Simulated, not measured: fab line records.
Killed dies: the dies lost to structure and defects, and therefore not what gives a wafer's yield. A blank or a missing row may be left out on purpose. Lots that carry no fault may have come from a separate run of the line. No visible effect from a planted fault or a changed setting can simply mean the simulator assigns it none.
The tool behind it: which one? + flow gf180mcu + Sampling: 13 lots, 39 wafers, 3 of 602 route steps

== WHAT EACH GAUGE READ, for each wafer ==
GF_VT_IMPLANT_TW_MEAS_32. Usual: VT_IMPLANT_3_TW gives 267.6 (standard deviation 1.6).
| lot  | measured     | on            | VT_IMPLANT_3_TW   | flag |
|------|--------------|---------------|-------------------|------|
| L629 | day 6 23:55  | film metro-03 | 266.4 266.4 266.2 |      |
| L630 | day 7 06:11  | film metro-03 | 267.9 267.2 267.8 |      |
| L631 | day 7 15:22  | film metro-01 | 266.7 266.1 267.6 |      |
| L632 | day 7 18:22  | film metro-03 | 267.8 268.2 268.1 |      |
| L633 | day 8 02:43  | film metro-04 | 270.1 268.3 268.5 |      |
| L634 | day 8 10:04  | film metro-01 | 269.6 269.3 268.6 |      |
| L635 | day 8 18:13  | film metro-01 | 267.9 269.4 269.8 |      |
| L636 | day 9 01:16  | film metro-01 | 269.9 269.5 267.4 |      |
| L641 | day 10 05:31 | film metro-04 | 306.9 307.8 306.1 | OFF  |
| L646 | day 11 15:17 | film metro-03 | 307.2 305.8 303.5 | OFF  |
| L647 | day 11 19:14 | film metro-03 | 267.4 265.8 264.8 |      |
| L650 | day 12 14:29 | film metro-04 | 267.0 267.4 267.8 |      |
| L652 | day 13 06:49 | film metro-04 | 267.4 267.5 265.3 |      |

GF_HV_LDD_OVL_MEAS_47. Usual: HV_LDD_03_OVL gives -0.9 nm (standard deviation 1.3).
| lot  | measured     | on         | HV_LDD_03_OVL (nm) | flag |
|------|--------------|------------|--------------------|------|
| L629 | day 12 11:27 | overlay-02 | -3.4 -3.4 -2.8     |      |
| L630 | day 12 21:32 | overlay-02 | -1.3 0.0 -0.2      |      |
| L631 | day 13 07:11 | overlay-02 | -1.2 -2.5 -1.2     |      |
| L632 | day 13 19:09 | overlay-02 | -0.7 -1.6 -2.2     |      |
| L633 | day 14 02:32 | overlay-01 | -2.5 -0.6 -1.5     |      |
| L634 | day 14 16:08 | overlay-02 | -3.1 -1.7 -3.3     |      |
| L635 | day 14 22:53 | overlay-02 | -0.9 -1.2 -0.3     |      |
| L636 | day 15 14:20 | overlay-02 | -0.8 -1.3 -1.3     |      |
| L641 | day 16 13:50 | overlay-02 | -2.2 -2.0 -0.8     |      |
| L646 | day 18 08:57 | overlay-01 | -1.5 -1.3 -0.7     |      |
| L647 | day 18 15:17 | overlay-01 | -1.6 -1.6 0.3      |      |
| L650 | day 19 11:38 | overlay-02 | -0.1 1.6 -1.3      |      |
| L652 | day 20 11:17 | overlay-01 | 0.1 1.1 2.0        |      |

== WHICH TOOL RAN EACH LOT (tool, then ch and the chambers of the sampled wafers, then the start) ==
| lot  | GF_VT_IMPLANT_IMPLANT_30        |
|------|---------------------------------|
| L629 | implanter-04 ch 0, day 6 23:41  |
| L630 | implanter-02 ch 0, day 7 05:56  |
| L631 | implanter-04 ch 0, day 7 15:07  |
| L632 | implanter-04 ch 0, day 7 18:08  |
| L633 | implanter-01 ch 0, day 8 02:28  |
| L634 | implanter-04 ch 0, day 8 09:49  |
| L635 | implanter-02 ch 0, day 8 17:58  |
| L636 | implanter-04 ch 0, day 9 01:01  |
| L641 | implanter-02 ch 0, day 10 05:16 |
| L646 | implanter-02 ch 0, day 11 15:04 |
| L647 | implanter-04 ch 0, day 11 18:59 |
| L650 | implanter-04 ch 0, day 12 14:14 |
| L652 | implanter-04 ch 0, day 13 06:35 |
- GF_VT_IMPLANT_IMPLANT_30

== AS READ BY THE TOOLS THEMSELVES (means over the sampled wafers that have a number; for cases with no such wafer, the mark the record gives instead) ==
GF_VT_IMPLANT_IMPLANT_30. Usual: dose ions cm2 2.5343e+12, standard deviation 2.9e+09; faraday current uA 14.29, standard deviation 0.29.
| lot  | tool         | dose ions cm2 | faraday current uA | flag |
|------|--------------|---------------|--------------------|------|
| L629 | implanter-04 | 2.5339e+12    | 14.40              |      |
| L630 | implanter-02 | 2.5390e+12    | 14.25              |      |
| L631 | implanter-04 | 2.5336e+12    | 14.36              |      |
| L632 | implanter-04 | 2.5342e+12    | 14.02              |      |
| L633 | implanter-01 | 2.5342e+12    | 14.14              |      |
| L634 | implanter-04 | 2.5360e+12    | 14.27              |      |
| L635 | implanter-02 | 2.5366e+12    | 14.02              |      |
| L636 | implanter-04 | 2.5351e+12    | 14.06              |      |
| L641 | implanter-02 | 4.0502e+12    | 22.84              | OFF  |
| L646 | implanter-02 | 4.0503e+12    | 23.08              | OFF  |
| L647 | implanter-04 | 2.5367e+12    | 14.23              |      |
| L650 | implanter-04 | 2.5346e+12    | 13.93              |      |
| L652 | implanter-04 | 2.5346e+12    | 14.27              |      |

== THE ANSWER, worked out from the rows above alone ==
Rule: a lot counts as off when the mean over its wafers that have a number is more than 3 standard deviations away from the usual mean. Also off: a lot with no number at a reading for which 4 or more lots have one. The other lots that the step has rows for count as sound. After the gauges, taken in route order, come the tools' own readings; for these a lot's mean is taken, as printed above. The first step at which some lot is off is used, and at that step the reading that is off furthest; a lot without a number counts as furthest.
Off: L641, L646, seen at GF_VT_IMPLANT_TW_MEAS_32 (VT_IMPLANT_3_TW).
A tool fits if, at a process step before that reading, it ran every lot that is off, and no sound lot after the first of them. Not tried: the gauges at GF_VT_IMPLANT_TW_MEAS_32; whatever is off there is also off at GF_VT_IMPLANT_IMPLANT_30, on other tools, and gauge error can't account for it. One fits: implanter-02 at GF_VT_IMPLANT_IMPLANT_30. A fault onset in the window from L635 (day 8 17:58, its last sound lot) to L641 (day 10 05:16, its first lot off) fits.
The tool's own readings at GF_VT_IMPLANT_IMPLANT_30 bear it out: on the lots that are off they differ by more than 5 times the standard deviation of the sound lots' means. dose ions cm2 reads 4.0502e+12 there against 2.5353e+12 on the sound lots; faraday current uA reads 22.96 there against 14.18 on the sound lots.

== WHAT WAS PUT IN BY THE SIMULATOR ==
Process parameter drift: implanter-02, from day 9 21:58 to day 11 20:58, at GF_VT_IMPLANT_IMPLANT_30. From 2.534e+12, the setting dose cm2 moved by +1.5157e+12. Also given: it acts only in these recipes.
Struck lots among those shown: L641, L646. The rule given above showed the same thing.
